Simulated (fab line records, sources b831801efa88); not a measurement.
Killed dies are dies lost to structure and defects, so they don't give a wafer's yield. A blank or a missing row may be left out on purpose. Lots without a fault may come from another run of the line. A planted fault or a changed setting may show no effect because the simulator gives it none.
Which tool did it? | flow sfq_line | 14 lots, 42 wafers sampled, at 4 steps of a route of 325

WHAT THE GAUGES READ, wafer by wafer
SFQ_M0_OVL_MEAS_906. Usual: M0_OVL -2 nm, standard deviation 4.7.
lot  | measured     | on         | M0_OVL (nm) | flag
L873 | day 12 21:02 | overlay-02 | 10 0 -3     |
L875 | day 13 19:51 | overlay-01 | -5 -1 -2    |
L877 | day 14 20:36 | overlay-01 | 0 1 2       |
L878 | day 15 06:11 | overlay-01 | -1 0 -5     |
L880 | day 16 00:33 | overlay-01 | 2 4 0       |
L881 | day 16 05:21 | overlay-01 | -11 -10 -13 |
L882 | day 16 12:40 | overlay-02 | -9 -2 2     |
L884 | day 17 00:40 | overlay-01 | -4 -2 -2    |
L885 | day 17 05:27 | overlay-02 | -3 -2 1     |
L886 | day 17 10:15 | overlay-02 | 10 6 5      |
L889 | day 18 09:10 | overlay-02 | 5 2 2       |
L891 | day 18 19:59 | overlay-02 | -12 -5 -5   |
L892 | day 19 04:31 | overlay-01 | 6 5 6       |
L896 | day 20 16:03 | overlay-01 | -4 2 -5     |

SFQ_JJ_RS_MEAS_929: measures by four-point-probe. Usual: JJ_NB_RS 1.048 ohm/sq, standard deviation 0.012.
lot  | measured     | on            | JJ_NB_RS (ohm/sq) | flag
L873 | day 57 07:16 | film_metro-03 | 1.054 1.053 1.054 |
L875 | day 58 18:40 | film_metro-03 | 1.063 1.054 1.065 |
L877 | day 59 08:37 | film_metro-04 | 1.043 1.056 1.060 |
L878 | day 59 15:49 | film_metro-01 | 1.040 1.056 1.054 |
L880 | day 61 02:35 | film_metro-01 | 1.051 1.055 1.049 |
L881 | day 61 04:13 | film_metro-03 | 1.048 1.044 1.059 |
L882 | day 61 17:35 | film_metro-03 | 1.025 1.019 1.021 |
L884 | day 62 15:55 | film_metro-03 | 1.043 1.051 1.040 |
L885 | day 62 21:28 | film_metro-01 | 1.061 1.051 1.040 |
L886 | day 63 00:52 | film_metro-03 | 1.036 1.033 1.050 |
L889 | day 66 21:37 | film_metro-01 | 1.059 1.065 1.055 |
L891 | day 67 06:03 | film_metro-03 | 0.719 0.720 0.723 | OFF
L892 | day 67 07:15 | film_metro-01 | 1.059 1.057 1.063 |
L896 | day 68 12:17 | film_metro-01 | 0.721 0.723 0.724 | OFF

SFQ_JJ_OVL_MEAS_931. Usual: J5_OVL 0 nm, standard deviation 6.5.
lot  | measured     | on         | J5_OVL (nm) | flag
L873 | day 62 15:11 | overlay-01 | -3 -1 -3    |
L875 | day 63 19:20 | overlay-01 | -3 0 -4     |
L877 | day 64 08:32 | overlay-02 | 5 1 2       |
L878 | day 64 14:31 | overlay-02 | -14 -9 -10  |
L880 | day 65 11:03 | overlay-01 | -3 2 7      |
L881 | day 65 12:15 | overlay-01 | -1 3 1      |
L882 | day 65 17:04 | overlay-01 | 12 9 10     |
L884 | day 66 02:40 | overlay-01 | -3 -4 -5    |
L885 | day 66 05:03 | overlay-01 | 13 6 9      |
L886 | day 66 09:51 | overlay-01 | -2 0 -10    |
L889 | day 67 01:02 | overlay-02 | 1 6 -2      |
L891 | day 67 09:28 | overlay-02 | 0 0 -2      |
L892 | day 67 10:40 | overlay-02 | -2 -5 1     |
L896 | day 68 20:26 | overlay-02 | -7 -4 -3    |

WHICH TOOL RAN EACH LOT (tool, then ch and the chambers of the sampled wafers, then the start)
lot  | SFQ_TRILAYER_JJ_TRILAYER_DEP_SPUTTER_112
L873 | pvd_sputter-06, day 57 07:11
L875 | pvd_sputter-04, day 58 18:34
L877 | pvd_sputter-03, day 59 08:31
L878 | pvd_sputter-03, day 59 15:44
L880 | pvd_sputter-04, day 61 02:31
L881 | pvd_sputter-03, day 61 04:08
L882 | pvd_sputter-06, day 61 17:28
L884 | pvd_sputter-06, day 62 15:47
L885 | pvd_sputter-03, day 62 21:23
L886 | pvd_sputter-03, day 63 00:47
L889 | pvd_sputter-04, day 66 21:32
L891 | pvd_sputter-06, day 67 05:56
L892 | pvd_sputter-04, day 67 07:08
L896 | pvd_sputter-06, day 68 12:12
- SFQ_TRILAYER_JJ_TRILAYER_DEP_SPUTTER_112: material Nb, target thk 170 nm, time 113.3 s.

WHAT THE TOOLS THEMSELVES READ (means of the sampled wafers that have a number; where no wafer has one, the mark that the record gives instead)
SFQ_TRILAYER_JJ_TRILAYER_DEP_SPUTTER_112. Usual: cathode_dc_power_W 1999.9 W, standard deviation 0.36; throttle_valve_pct 30.0 %, standard deviation 1.1.
lot  | tool           | cathode_dc_power_W (W) | throttle_valve_pct (%) | flag
L873 | pvd_sputter-06 | 1999.8                 | 30.8                   |
L875 | pvd_sputter-04 | 2000.0                 | 29.7                   |
L877 | pvd_sputter-03 | 2000.2                 | 30.3                   |
L878 | pvd_sputter-03 | 2000.1                 | 30.1                   |
L880 | pvd_sputter-04 | 1999.5                 | 30.0                   |
L881 | pvd_sputter-03 | 1999.8                 | 30.6                   |
L882 | pvd_sputter-06 | 2000.0                 | 30.5                   |
L884 | pvd_sputter-06 | 1999.8                 | 30.9                   |
L885 | pvd_sputter-03 | 1999.9                 | 30.1                   |
L886 | pvd_sputter-03 | 1999.6                 | 30.5                   |
L889 | pvd_sputter-04 | 2000.2                 | 29.2                   |
L891 | pvd_sputter-06 | 2000.0                 | 30.4                   |
L892 | pvd_sputter-04 | 2000.1                 | 30.0                   |
L896 | pvd_sputter-06 | 2000.0                 | 30.6                   |

THE ANSWER, worked out from the rows above alone
Rule: a lot is off if the mean of its wafers that have a number lies more than 3 standard deviations from the usual mean. A lot without any number at a reading at which 4 lots or more have one is off too. The other lots that the step has rows for count as sound. The gauges are gone through in route order, then the tools' own readings, and for those a lot's mean is taken as printed above. The first step at which some lot is off is used, and at that step the reading that is off furthest; a lot without a number counts as furthest.
Off: L891, L896, at SFQ_JJ_RS_MEAS_929 (JJ_NB_RS).
A tool fits if, at a process step before that reading, it ran every lot that is off, and no sound lot after the first of them. The gauges at SFQ_JJ_RS_MEAS_929 are tried like those tools. One fits: pvd_sputter-06 at SFQ_TRILAYER_JJ_TRILAYER_DEP_SPUTTER_112. Its last sound lot is L884 (day 62 15:47), its first lot that is off L891 (day 67 05:56): a fault that began between those two fits.

WHAT THE SIMULATOR HAD PUT IN
Process parameter drift: pvd_sputter-06, from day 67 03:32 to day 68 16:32, at SFQ_TRILAYER_JJ_TRILAYER_DEP_SPUTTER_112. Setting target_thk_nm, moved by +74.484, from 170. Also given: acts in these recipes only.
Lots struck among those shown: L891, L896. The rule above found the same.
